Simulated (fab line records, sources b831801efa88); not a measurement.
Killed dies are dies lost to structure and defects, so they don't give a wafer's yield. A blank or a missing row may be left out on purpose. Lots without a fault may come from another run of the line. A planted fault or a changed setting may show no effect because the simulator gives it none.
A struck lot beside a sound one | flow sky130 | 43 steps out of a route of 708
Sound: wafers L186.1, L186.2, L186.6. Struck: wafers L201.3, L201.5. (L201.6 of the same lot was not struck and is left out.) The cause comes at the end.
At each step with rows: each side's tool, then ch and its chambers, then its first start. Under that, the readings that differ: sound wafers | struck wafers | difference of the means | sigmas: that difference in standard deviations of wafers without a fault.
alike: readings whose means differ by less than 2 such deviations, and words and numbers that are the same on both sides. not compared: withheld readings, readings that some wafer has no value for, bounds like >300 that may hide the same value, and numbers for which the record gives no deviation and whose values overlap.
The two part at a step that has a row with sigmas, a row that says differs or no value, or rows on one side only. Numbers that don't overlap but have no deviation are shown without sigmas and don't part them. A reading that every wafer of one side lacks parts them only if that side has two wafers or more.

first, 8 steps without rows for these wafers: SKY_VIA1_DEHYDRATE_04 (time 60 s); SKY_VIA1_HMDS_05 (prime time 60 s); SKY_VIA1_COAT_06 (resist thk 60 nm); SKY_VIA1_COAT_07 (resist thk 450 nm); SKY_VIA1_SOFTBAKE_08 (time 90 s); SKY_VIA1_EXPOSE_09 (exposes mask VIM, target cd 150 nm); SKY_VIA1_PEB_10; SKY_VIA1_DEVELOP_11 (develop time 60 s).
SKY_VIA1_CD_MEAS_12: target cd 150 nm.
  sound on cd_sem-01, day 35 13:58; struck on cd_sem-01, day 40 02:57
  alike: cd_nm
SKY_VIA1_OVL_MEAS_13:
  sound on overlay-02, day 35 14:05; struck on overlay-01, day 40 03:02
  alike: VIA1_OVL
then, 1 step without rows for these wafers: SKY_VIA1_ETCH_14 (etches BARC in N2/H2, stops on SiO2, time 45.9 s, target depth 60 nm).
SKY_VIA1_ETCH_15: etches SiO2 in C4F8/O2/Ar, stops on TiN, target depth 351 nm, time 54 s.
  sound on rie_diel-04 ch 1,3, day 35 14:10; struck on rie_diel-04 ch 0,2, day 40 03:07
  alike: oes_product_au
  not compared: rf_hours_counter_h
SKY_VIA1_STRIP_16: strips in O2/N2.
  sound on plasma_asher-03 ch 0,1, day 35 14:13; struck on plasma_asher-02 ch 1, day 40 03:11
  reading                      | sound             | struck      | difference | sigmas
  strip_time_to_endpoint_s (s) | 4.530 4.487 4.490 | 4.446 4.457 | -0.051     | -2
  alike: drypump_motor_current_A, n2_flow_sccm, oes_product_au
  not compared: rf_hours_counter_h
then, 3 steps without rows for these wafers: SKY_VIA1_STRIP_17 (strips in post etch residue remover, time 1200 s); SKY_VIA1_CLEAN_18 (cleans in IPA, time 180 s); SKY_VIA1_CLEAN_19 (cleans in O3/DIW).
SKY_VIA1_SPUTTER_20: material TiN, target thk 20 nm, time 80 s.
  sound on pvd_sputter-02, day 35 15:09; struck on pvd_sputter-04, day 40 03:47
  alike: throttle_valve_pct
SKY_VIA1_CVD_21: deposits W, target thk 270 nm, time 80.902 s.
  sound on cvd_w-01 ch 0,1, day 35 15:13; struck on cvd_w-02 ch 0,1, day 40 03:52
  alike: heater_power_w
SKY_VIA1_RS_MEAS_22: measures by four-point-probe.
  sound on film_metro-04, day 35 15:18; struck on film_metro-01, day 40 03:59
  alike: VIA1_W_RS
SKY_VIA1_THK_MEAS_23: measures by xrf.
  sound on film_metro-04, day 35 15:25; struck on film_metro-01, day 40 04:05
  alike: VIA1_W_THK
then, 6 steps without rows for these wafers: SKY_VIA1_CMP_24 (polishes, stops on SiO2, t overpolish 15 s, target thk 0 nm); SKY_METAL2_SPUTTER_00 (material Ti, target thk 15 nm, time 10 s); SKY_METAL2_SPUTTER_01 (material TiN, target thk 20 nm, time 16.7 s); SKY_METAL2_SPUTTER_02 (material AlCu, target thk 250 nm, time 13.3 s); SKY_METAL2_SPUTTER_03 (material Ti, target thk 5 nm, time 3.3 s); SKY_METAL2_SPUTTER_04 (material TiN, target thk 70 nm, time 58.3 s).
SKY_METAL2_RS_MEAS_05: measures by four-point-probe.
  sound on film_metro-02, day 35 15:55; struck on film_metro-03, day 40 04:36
  alike: METAL2_ALCU_RS
SKY_METAL2_THK_MEAS_06: measures by xrf.
  sound on film_metro-02, day 35 16:02; struck on film_metro-03, day 40 04:42
  alike: METAL2_ALCU_THK
then, 8 steps without rows for these wafers: SKY_METAL2_DEHYDRATE_07 (time 60 s); SKY_METAL2_HMDS_08 (prime time 60 s); SKY_METAL2_COAT_09 (resist thk 60 nm); SKY_METAL2_COAT_10 (resist thk 450 nm); SKY_METAL2_SOFTBAKE_11 (time 90 s); SKY_METAL2_EXPOSE_12 (exposes mask MM2, target cd 140 nm); SKY_METAL2_PEB_13; SKY_METAL2_DEVELOP_14 (develop time 60 s).
SKY_METAL2_CD_MEAS_15: target cd 140 nm.
  sound on cd_sem-01, day 36 18:46; struck on cd_sem-01, day 41 04:45
  alike: cd_nm
SKY_METAL2_OVL_MEAS_16:
  sound on overlay-01, day 36 18:53; struck on overlay-02, day 41 04:50
  alike: METAL2_OVL
SKY_METAL2_DESCUM_17: chemistry O2, time 8 s.
  sound on rie_metal-04 ch 0,1, day 36 18:55; struck on rie_metal-01 ch 1, day 41 04:53
  alike: drypump_motor_current_A, oes_product_au
  not compared: rf_hours_counter_h
then, 1 step without rows for these wafers: SKY_METAL2_ETCH_18 (etches BARC in N2/H2, stops on SiO2, time 45.9 s, target depth 60 nm).
SKY_METAL2_METAL_ETCH_19: etches the open film in Cl2/BCl3, stops on SiO2, target depth 360 nm, time 74.83 s.
  sound on rie_metal-04 ch 0,1, day 36 19:01; struck on rie_metal-01 ch 1, day 41 04:59
  alike: drypump_motor_current_A, oes_product_au, throttle_valve_pct
  not compared: rf_hours_counter_h
then, 1 step without rows for these wafers: SKY_METAL2_STRIP_20 (strips in O2/N2).
-- the record jumps here: 9 days lie between the struck wafers' starts before and after (it left off in module METAL2 and takes up again in module PAD_OPEN, whose first step shown is number 708 of the route) --
SKY_PAD_OPEN_PROBE_99:
  sound on prober-01, day 47 07:20; struck on prober-01, day 50 16:20
  reading                               | sound             | struck      | difference | sigmas
  defect_limited_yield (%)              | 80.9 81.3 82.5    | 74.2 71.1   | -8.9       | -5
  killed_at_M0_to_M3                    | 40 38 39          | 88 106      | +58        | +8
  killed_at_front_end                   | 26 31 20          | 19 10       | -11        | -2
  killed_dies                           | 94 92 86          | 127 142     | +44        | +5
  sort_bin_3_pad_short (%)              | 1.0 1.0 1.4       | 2.4 2.8     | +1.5       | +3
  sort_bin_5_function (%)               | 11.2 11.4 8.9     | 15.0 17.9   | +5.9       | +4
  sort_n_pass                           | 397 399 404       | 365 350     | -42        | -5
  sort_yield_pct (%)                    | 80.7 81.1 82.1    | 74.2 71.1   | -8.6       | -5
  model.etest.tester.sort_n_pass        | 397 399 404       | 365 350     | -42        |
  model.etest.tester.sort_yield_pct (%) | 80.69 81.1 82.11  | 74.19 71.14 | -8.64      |
  model.etest.tester.sort_bin_5_pct (%) | 11.18 11.38 8.943 | 15.04 17.89 | +5.96      |
  model.etest.tester.sort_bin_3_pct (%) | 1.016 1.016 1.423 | 2.439 2.846 | +1.491     |
  alike: killed_at_M4_up, killed_at_contacts, killed_at_other, killed_open, killed_short, sort_bin_6_memory, sort_bin_8_speed

WHERE THEY PART
First at SKY_VIA1_STRIP_16; last, within this record, at SKY_PAD_OPEN_PROBE_99.

WHY: what the simulator had put in
Chamber particle source: plasma_asher-02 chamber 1, from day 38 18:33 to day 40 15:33, at SKY_VIA1_STRIP_16. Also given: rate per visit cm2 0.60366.
